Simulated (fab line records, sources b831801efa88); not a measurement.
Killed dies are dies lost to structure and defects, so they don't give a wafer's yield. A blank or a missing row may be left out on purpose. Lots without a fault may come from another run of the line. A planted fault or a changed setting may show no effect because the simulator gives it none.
Which tool did it? | flow gf180mcu | 7 lots, 21 wafers sampled, at 2 steps of a route of 602

WHAT THE GAUGES READ, wafer by wafer
GF_VT_IMPLANT_TW_MEAS_43.
lot  | measured     | on            | VT_IMPLANT_4_TW
L249 | day 8 02:04  | film_metro-01 | 689 691 691
L251 | day 8 17:54  | film_metro-03 | 685 684 686
L253 | day 9 09:10  | film_metro-01 | 690 692 693
L255 | day 9 17:33  | film_metro-03 | 682 676 682
L257 | day 10 05:38 | film_metro-03 | 684 687 684
L266 | day 12 22:50 | film_metro-03 | 683 30 683
L270 | day 14 08:31 | film_metro-01 | 693 696 693

WHICH TOOL RAN EACH LOT (tool, then ch and the chambers of the sampled wafers, then the start)
lot  | GF_VT_IMPLANT_DEVELOP_39
L249 | litho_track-01 ch 0, day 8 01:38
L251 | litho_track-01 ch 0, day 8 17:28
L253 | litho_track-04 ch 0, day 9 08:45
L255 | litho_track-03 ch 0, day 9 17:08
L257 | litho_track-03 ch 0, day 10 05:13
L266 | litho_track-03 ch 0, day 12 22:25
L270 | litho_track-01 ch 0, day 14 08:05
- GF_VT_IMPLANT_DEVELOP_39: develop time 60 s.

THE ANSWER, worked out from the rows above alone
Rule: what is usual is taken from the lots themselves. Put in order of their means at a reading, lots are off if they are a third of the lots or fewer, leave a main group of 4 or more, and stand apart from it by a gap of 3 or more times the standard deviation of the main group's means; of several such gaps the widest counts. A main group whose means are all the same, to the digits that the tables above print for the reading, isn't used. A lot without any number at a reading at which 4 lots or more have one is off too. The other lots that the step has rows for count as sound.
Off: L266, at GF_VT_IMPLANT_TW_MEAS_43 (VT_IMPLANT_4_TW). The main group: mean 688, standard deviation 4.8.
A tool fits if, at a process step before that reading, it ran every lot that is off, and no sound lot after the first of them. The gauges at GF_VT_IMPLANT_TW_MEAS_43 are tried like those tools. Can't be told from this: 2 tools fit, litho_track-03 at GF_VT_IMPLANT_DEVELOP_39, film_metro-03 at GF_VT_IMPLANT_TW_MEAS_43.

WHAT THE SIMULATOR HAD PUT IN
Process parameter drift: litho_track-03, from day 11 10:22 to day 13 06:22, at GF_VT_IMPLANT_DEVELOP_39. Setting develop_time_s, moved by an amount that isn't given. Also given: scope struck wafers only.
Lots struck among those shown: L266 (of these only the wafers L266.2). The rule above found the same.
